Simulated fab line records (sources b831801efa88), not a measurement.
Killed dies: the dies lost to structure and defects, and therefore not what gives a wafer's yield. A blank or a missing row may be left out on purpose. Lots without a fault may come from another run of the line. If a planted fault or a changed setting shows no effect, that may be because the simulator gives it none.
The tool behind it: which one? + flow sky130 + 14 lots, 42 wafers sampled, at 3 steps of a route of 708

WHAT THE GAUGES READ, wafer by wafer
SKY_LDD_P_CD_MEAS_07 targets a cd of 380 nm. Usual: cdNm reads 380.5 nm (standard deviation 2.7).
| lot  | measured     | on       | cdNm (nm)         | flag |
|------|--------------|----------|-------------------|------|
| L112 | day 19 08:30 | cdSem-02 | 378.3 379.9 382.1 |      |
| L113 | day 19 09:40 | cdSem-01 | 386.4 382.2 384.0 |      |
| L114 | day 20 03:22 | cdSem-01 | 381.9 381.0 381.9 |      |
| L118 | day 22 01:57 | cdSem-01 | 380.5 378.1 378.8 |      |
| L120 | day 22 07:32 | cdSem-01 | 383.9 383.2 382.3 |      |
| L119 | day 22 08:29 | cdSem-02 | 379.7 383.1 381.6 |      |
| L121 | day 22 13:44 | cdSem-01 | 382.8 378.8 383.2 |      |
| L125 | day 24 01:47 | cdSem-02 | 378.5 378.0 379.2 |      |
| L128 | day 25 03:47 | cdSem-02 | 379.6 378.3 379.4 |      |
| L129 | day 25 15:24 | cdSem-01 | 382.4 381.8 380.9 |      |
| L130 | day 25 23:50 | cdSem-02 | 384.9 378.9 381.8 |      |
| L131 | day 26 00:59 | cdSem-02 | 380.3 384.1 383.3 |      |
| L132 | day 27 03:40 | cdSem-02 | 377.9 381.0 381.5 |      |
| L134 | day 27 07:04 | cdSem-01 | 380.8 381.7 378.7 |      |

SKY_LDD_P_OVL_MEAS_08. Usual: LDD_P_OVL typically reads -0.6 nm, with standard deviation 1.2.
| lot  | measured     | on         | LDD_P_OVL (nm) | flag |
|------|--------------|------------|----------------|------|
| L112 | day 19 08:36 | overlay-02 | -0.7 -0.8 0.2  |      |
| L113 | day 19 09:46 | overlay-01 | -2.0 -0.8 -0.5 |      |
| L114 | day 20 03:28 | overlay-01 | -0.8 -0.2 -0.6 |      |
| L118 | day 22 02:03 | overlay-02 | -1.5 -0.5 -0.7 |      |
| L120 | day 22 07:40 | overlay-02 | 0.9 2.4 1.7    |      |
| L119 | day 22 08:36 | overlay-01 | -0.6 -0.2 -0.5 |      |
| L121 | day 22 13:51 | overlay-01 | 3.0 -0.7 -1.6  |      |
| L125 | day 24 01:55 | overlay-02 | -0.3 -1.8 0.0  |      |
| L128 | day 25 03:54 | overlay-02 | 2.0 1.4 0.5    |      |
| L129 | day 25 15:28 | overlay-02 | -1.2 -0.2 0.5  |      |
| L130 | day 25 23:55 | overlay-01 | -0.6 -0.4 -0.2 |      |
| L131 | day 26 01:07 | overlay-01 | -1.4 -1.5 -3.4 |      |
| L132 | day 27 03:46 | overlay-02 | 0.1 -1.0 -0.2  |      |
| L134 | day 27 07:10 | overlay-01 | -0.9 -0.7 0.5  |      |

SKY_LDD_HVP_TW_MEAS_10. Usual: LDD_HVP_TW typically reads 460, with standard deviation 3.2.
| lot  | measured     | on           | LDD_HVP_TW  | flag |
|------|--------------|--------------|-------------|------|
| L112 | day 21 21:36 | filmMetro-01 | 465 465 466 |      |
| L113 | day 21 22:29 | filmMetro-04 | 459 458 457 |      |
| L114 | day 22 15:16 | filmMetro-01 | 460 456 458 |      |
| L118 | day 24 14:34 | filmMetro-04 | 457 458 460 |      |
| L120 | day 24 19:28 | filmMetro-01 | 459 465 459 |      |
| L119 | day 24 20:53 | filmMetro-04 | 460 457 462 |      |
| L121 | day 25 02:31 | filmMetro-04 | 460 462 460 |      |
| L125 | day 26 12:59 | filmMetro-04 | 461 458 460 |      |
| L128 | day 27 15:25 | filmMetro-02 | 458 455 458 |      |
| L129 | day 28 02:41 | filmMetro-04 | 461 460 464 |      |
| L130 | day 28 09:50 | filmMetro-01 | 460 462 460 |      |
| L131 | day 28 11:23 | filmMetro-04 | 460 461 461 |      |
| L132 | day 29 13:48 | filmMetro-04 | 467 466 464 |      |
| L134 | day 29 17:33 | filmMetro-01 | 459 460 460 |      |

WHICH TOOL RAN EACH LOT (tool, then ch and the chambers of the sampled wafers, then the start)
The record shows no process step preceding these readings.

WHAT THE TOOLS THEMSELVES READ (means of the sampled wafers that have a number; where no wafer has one, the mark that the record gives instead)
The record holds no such reading with a usual standard deviation.

THE ANSWER, worked out from the rows above alone
Rule: a lot counts as off when the mean over its wafers that have a number is more than 3 standard deviations away from the usual mean. A lot without any number at a reading at which 4 lots or more have one is off too. Any other lot the step has rows for is counted as sound. The gauges are gone through in route order, then the tools' own readings, and for those a lot's mean is taken as printed above. At the first step where some lot is off, the reading lying furthest off is the one used; lots without a number count as furthest.
Across all readings shown, no lot is off: no conclusion can be drawn from this.

WHAT THE SIMULATOR HAD INSERTED
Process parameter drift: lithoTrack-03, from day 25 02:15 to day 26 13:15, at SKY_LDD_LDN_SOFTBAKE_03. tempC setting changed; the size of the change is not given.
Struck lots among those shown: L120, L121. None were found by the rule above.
